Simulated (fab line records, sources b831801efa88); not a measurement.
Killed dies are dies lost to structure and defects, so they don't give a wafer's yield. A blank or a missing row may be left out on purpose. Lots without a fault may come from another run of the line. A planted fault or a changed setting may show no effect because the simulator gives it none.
One fault seen from 2 desks | flow sky130 | each desk has only its own numbers; what lay behind them comes last

THE TOOL OWNER'S DESK: implanter-04
The tool's own readings at SKY_NWELL_IMPLANT_24: means of the sampled wafers that have a number, for each lot that ran on this tool. A lot is out of limits, marked OUT, if its mean lies more than 4 standard deviations from the usual mean; the brackets give that distance.
Columns: A = beam_energy_keV at SKY_NWELL_IMPLANT_24, usual 140.00
lot  | first seen here | A
L409 | day 8 13:56     | 139.97
L417 | day 10 23:57    | 160.07 (+99 or more) OUT
L418 | day 11 10:29    | 160.03 (+99 or more) OUT
This desk's finding: out of limits on L417, L418; first on L417, day 10 23:57 (beam_energy_keV at SKY_NWELL_IMPLANT_24). In limits: L409.

THE METROLOGY DESK
What the gauges read, lot by lot, whatever tool the lot ran on: means of the sampled wafers that have a number. A lot is out of limits, marked OUT, if its mean lies more than 4 standard deviations from the usual mean; the brackets give that distance.
Columns: A = NWELL_TW at SKY_NWELL_TW_MEAS_15, usual 1819; B = NWELL_01_OVL at SKY_NWELL_OVL_MEAS_23, usual 0.4 nm
lot  | first seen here | A    | B
L397 | day 4 23:56     | 1809 | 2.5
L407 | day 7 07:05     | 1839 | 0.4
L409 | day 7 18:05     | 1839 | 1.0
L417 | day 10 01:48    | 1791 | -0.9
L418 | day 10 11:41    | 1841 | 4.6
L419 | day 10 16:44    | 1843 | 0.3
This desk's finding: nothing out of limits on any of the 6 lots.

PUT TOGETHER
The tool owner's desk could have raised an alarm at day 10 23:57, on L417, L418.
The metrology desk saw nothing out of limits.
The metrology desk has L417, L418 on record, within its limits.
Of the lots named, all ran SKY_NWELL_IMPLANT_24 on implanter-04.

WHAT THE SIMULATOR HAD PUT IN
Process parameter drift: implanter-04, from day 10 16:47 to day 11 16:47, at SKY_NWELL_IMPLANT_24. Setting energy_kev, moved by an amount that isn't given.
Lots struck among those shown: L417, L418.
Hours from the fault's start to each desk's first reading out of limits: the tool owner's desk, 7.
